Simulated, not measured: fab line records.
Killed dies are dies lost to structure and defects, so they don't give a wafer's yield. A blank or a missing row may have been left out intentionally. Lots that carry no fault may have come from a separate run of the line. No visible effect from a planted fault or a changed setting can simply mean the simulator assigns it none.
Comparing a struck lot with a sound one :: flow gf180mcu :: 15 out of 602 route steps
Sound: these wafers, L136.2, L136.3, L136.5. Wafers struck: L140.3, L140.5, L140.6. Last of all comes the cause.
Per side, at each step with rows, come the tool, then ch with its chambers, and then its first start. Under that, the readings that differ: sound wafers :: struck wafers :: difference of the means :: sigmas: that difference in standard deviations of wafers without a fault.
alike: readings whose means differ by less than 2 such deviations, and words and numbers that are the same on both sides. not compared: withheld readings, readings that some wafer has no value for, bounds like >300 that may hide the same value, and numbers for which the record gives no deviation and whose values overlap.
A row with sigmas, a row that says differs or no value, or rows on one side alone: a step with any of these is where the two part. Numbers that have no deviation but don't overlap get no sigmas and don't part them. A reading missing from all wafers of one side parts the sides only when that side holds two or more wafers.

GF_V2_OVL_MEAS_15:
  sound on overlay-01 at day 23 01:08; struck on overlay-01 at day 24 19:25
  alike: V2_OVL
GF_V2_ETCH_16: etches BARC in N2/H2.
  sound on rie diel-03 ch 0,2, day 23 01:10; struck on rie diel-02 ch 0,1,2, day 24 19:26
  alike: drypump motor current A, n2 flow sccm, oes product au, throttle valve pct
GF_V2_ETCH_17: etches SiO2 in C4F8/O2/Ar, stops on TiN, target depth 630 nm.
  sound: rie diel-03 ch 0,2; struck: rie diel-02 ch 0,1,2
  alike: oes product au
GF_V2_STRIP_18: strips in O2/N2.
  sound on plasma asher-02 ch 0,1, day 23 01:18; struck on plasma asher-02 ch 0,1, day 24 19:36
  alike: drypump motor current A, heater power w, n2 flow sccm, oes product au
  not compared: rf hours counter h
then, 2 steps without rows for these wafers: GF_V2_STRIP_19 (strips in post etch residue remover, time 1200 s); GF_V2_CLEAN_20 (cleans in DIW).
GF_V2_SPUTTER_21: material Ti, target thk 15 nm, time 80.02 s.
  sound on pvd sputter-03 at day 23 01:50; struck on pvd sputter-03 at day 24 20:08
  alike: chamber pressure pa, throttle valve pct
GF_V2_SPUTTER_22: material TiN, target thk 10 nm, time 40 s.
  sound on pvd sputter-03 at day 23 01:53; struck on pvd sputter-03 at day 24 20:12
  alike: chamber pressure pa, throttle valve pct
then, 1 step without rows for these wafers: GF_V2_CVD_23 (deposits W, target thk 350 nm, time 104.94 s).
GF_V2_RS_MEAS_24: uses a four-point probe to measure.
  sound on film metro-01 at day 23 02:10; struck on film metro-04 at day 24 20:23
  alike: V2_W_RS
GF_V2_THK_MEAS_25: measures by xrf.
  sound on film metro-01 at day 23 02:17; struck on film metro-04 at day 24 20:29
reading: V2_W_THK (nm)
sound: 359 366 355
struck: 350 346 345
difference: -13
sigmas: -2
then, 1 step without rows for these wafers: GF_V2_CMP_26 (polishes, stops on SiO2, t overpolish 15 s, target thk 0 nm).
GF_M3_SPUTTER_00: material Ti, target thk 37.5 nm, time 150 s.
  sound on pvd sputter-04 at day 23 02:50; struck on pvd sputter-04 at day 24 21:05
reading: chamber pressure pa (Pa)
sound: 1.999 2.003 1.995
struck: 1.635 1.624 1.629
difference: -0.370
sigmas: -95

reading: throttle valve pct (%)
sound: 29.3 30.9 28.4
struck: 32.7 34.5 32.8
difference: +3.8
sigmas: +4

reading: model.Ti_of_M3_SPUTTER_00.thk nm (nm)
sound: 38.03 37.84 37.52
struck: 42.01 42.05 42.13
difference: +4.27
sigmas: 
then, 1 step without rows for these wafers: GF_M3_SPUTTER_01 (material TiN, target thk 30 nm, time 25 s).
GF_PASSIVATION_PROBE_99:
  the record holds rows for the sound wafers here (prober-01, day 31 05:47) but none for the struck ones

WHERE THEY PART
At GF_V2_THK_MEAS_25 first; at GF_PASSIVATION_PROBE_99 last (within this record only).

WHY: the cause the simulator had injected
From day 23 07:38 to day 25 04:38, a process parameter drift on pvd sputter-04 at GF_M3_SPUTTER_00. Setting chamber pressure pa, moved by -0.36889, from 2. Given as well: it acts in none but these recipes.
